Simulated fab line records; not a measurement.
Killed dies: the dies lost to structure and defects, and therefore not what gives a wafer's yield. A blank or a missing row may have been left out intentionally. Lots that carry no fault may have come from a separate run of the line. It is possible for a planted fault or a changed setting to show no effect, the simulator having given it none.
Which tool was responsible? + flow gf180mcu + 42 wafers from 14 lots sampled at 3 of the route's 602 steps

## WHAT EACH GAUGE READ, for each wafer
GF_MIM_RS_MEAS_10: a four-point-probe measurement.
| lot  | measured     | on           | MIM_ALCU_RS (ohm/sq) |
|------|--------------|--------------|----------------------|
| L607 | day 24 13:56 | filmMetro-02 | 0.1615 0.1608 0.1614 |
| L608 | day 25 02:07 | filmMetro-02 | 0.1605 0.1600 0.1601 |
| L609 | day 25 08:28 | filmMetro-03 | 0.1608 0.1616 0.1612 |
| L610 | day 25 18:50 | filmMetro-04 | 0.1620 0.1620 0.1642 |
| L611 | day 26 05:42 | filmMetro-03 | 0.1591 0.1598 0.1601 |
| L613 | day 27 01:48 | filmMetro-03 | 0.1628 0.1630 0.1632 |
| L614 | day 27 07:46 | filmMetro-03 | 0.1614 0.1612 0.1603 |
| L617 | day 27 20:09 | filmMetro-02 | 0.1622 0.1610 0.1608 |
| L618 | day 28 13:48 | filmMetro-03 | 0.1611 0.1610 0.1627 |
| L621 | day 29 04:04 | filmMetro-03 | 0.1600 0.1579 0.1578 |
| L625 | day 30 06:27 | filmMetro-02 | 0.1638 0.1632 0.1638 |
| L630 | day 31 18:18 | filmMetro-02 | 0.1619 0.1629 0.1632 |

## EACH LOT AND THE TOOL THAT RAN IT (in order: tool; ch and the chambers of the sampled wafers; start)
| lot  | GF_HV_LDD_DEVELOP_45             | GF_MIM_CVD_05                 |
|------|----------------------------------|-------------------------------|
| L607 | lithoTrack-02 ch 0, day 12 10:22 | pecvd-01 ch 0,2, day 24 13:43 |
| L608 | lithoTrack-01 ch 0, day 12 22:28 | pecvd-01 ch 1,2, day 25 01:55 |
| L609 | lithoTrack-03 ch 0, day 13 01:49 | pecvd-01 ch 0,1, day 25 08:15 |
| L610 | lithoTrack-03 ch 0, day 13 11:05 | pecvd-02 ch 1,2, day 25 18:37 |
| L611 | lithoTrack-02 ch 0, day 14 01:33 | pecvd-03 ch 0,2, day 26 05:29 |
| L613 | lithoTrack-01 ch 0, day 14 16:43 | pecvd-02 ch 1,2, day 27 01:37 |
| L614 | lithoTrack-01 ch 0, day 15 02:31 | pecvd-01 ch 0,1, day 27 07:34 |
| L617 | lithoTrack-01 ch 0, day 15 16:49 | pecvd-03 ch 1,2, day 27 19:56 |
| L618 | lithoTrack-03 ch 0, day 16 09:53 | pecvd-03 ch 1,2, day 28 13:35 |
| L621 | lithoTrack-01 ch 0, day 17 03:52 | pecvd-03 ch 1,2, day 29 03:51 |
| L625 | lithoTrack-01 ch 0, day 18 11:25 | pecvd-03 ch 1,2, day 30 06:14 |
| L626 | lithoTrack-03 ch 0, day 18 22:32 | -                             |
| L627 | lithoTrack-03 ch 0, day 19 04:26 | -                             |
| L630 | lithoTrack-01 ch 0, day 20 08:28 | pecvd-02 ch 1,2, day 31 17:56 |
- GF_HV_LDD_DEVELOP_45: develop time 60 s.
- GF_MIM_CVD_05: deposits Si3N4, target thk 42 nm, time 29.086 s.

## AS READ BY THE TOOLS THEMSELVES (means over the sampled wafers that have a number; for cases with no such wafer, the mark the record gives instead)
GF_MIM_CVD_05.
| lot  | tool     | heaterPowerW (W) | tempMaxC (C) |
|------|----------|------------------|--------------|
| L607 | pecvd-01 | 668              | 400.13       |
| L608 | pecvd-01 | 718              | 399.99       |
| L609 | pecvd-01 | 560              | 399.61       |
| L610 | pecvd-02 | 618              | 399.79       |
| L611 | pecvd-03 | 762              | 399.91       |
| L613 | pecvd-02 | 594              | 400.04       |
| L614 | pecvd-01 | 586              | 400.36       |
| L617 | pecvd-03 | 602              | 399.95       |
| L618 | pecvd-03 | 667              | 400.00       |
| L621 | pecvd-03 | 665              | 399.81       |
| L625 | pecvd-03 | 595              | 399.97       |
| L630 | pecvd-02 | 672              | 400.12       |

## THE ANSWER, worked out from the rows above alone
Rule: the lots themselves supply what counts as usual. Put in order of their means at a reading, lots are off if they are a third of the lots or fewer, leave a main group of 4 or more, and stand apart from it by a gap of 3 or more times the standard deviation of the main group's means; of several such gaps the widest counts. A main group is skipped when, at the precision printed for the reading in the tables above, its means are all equal. Also off: a lot with no number at a reading for which 4 or more lots have one. Any other lot the step has rows for is counted as sound. First the gauges in route order, then the tools' own readings, where a lot's mean is used as printed above. The first step at which some lot is off is used, and at that step the reading that is off furthest; a lot without a number counts as furthest.
No lot is off on any of the readings shown, so nothing can be concluded from this.

## WHAT THE SIMULATOR HAD PUT IN
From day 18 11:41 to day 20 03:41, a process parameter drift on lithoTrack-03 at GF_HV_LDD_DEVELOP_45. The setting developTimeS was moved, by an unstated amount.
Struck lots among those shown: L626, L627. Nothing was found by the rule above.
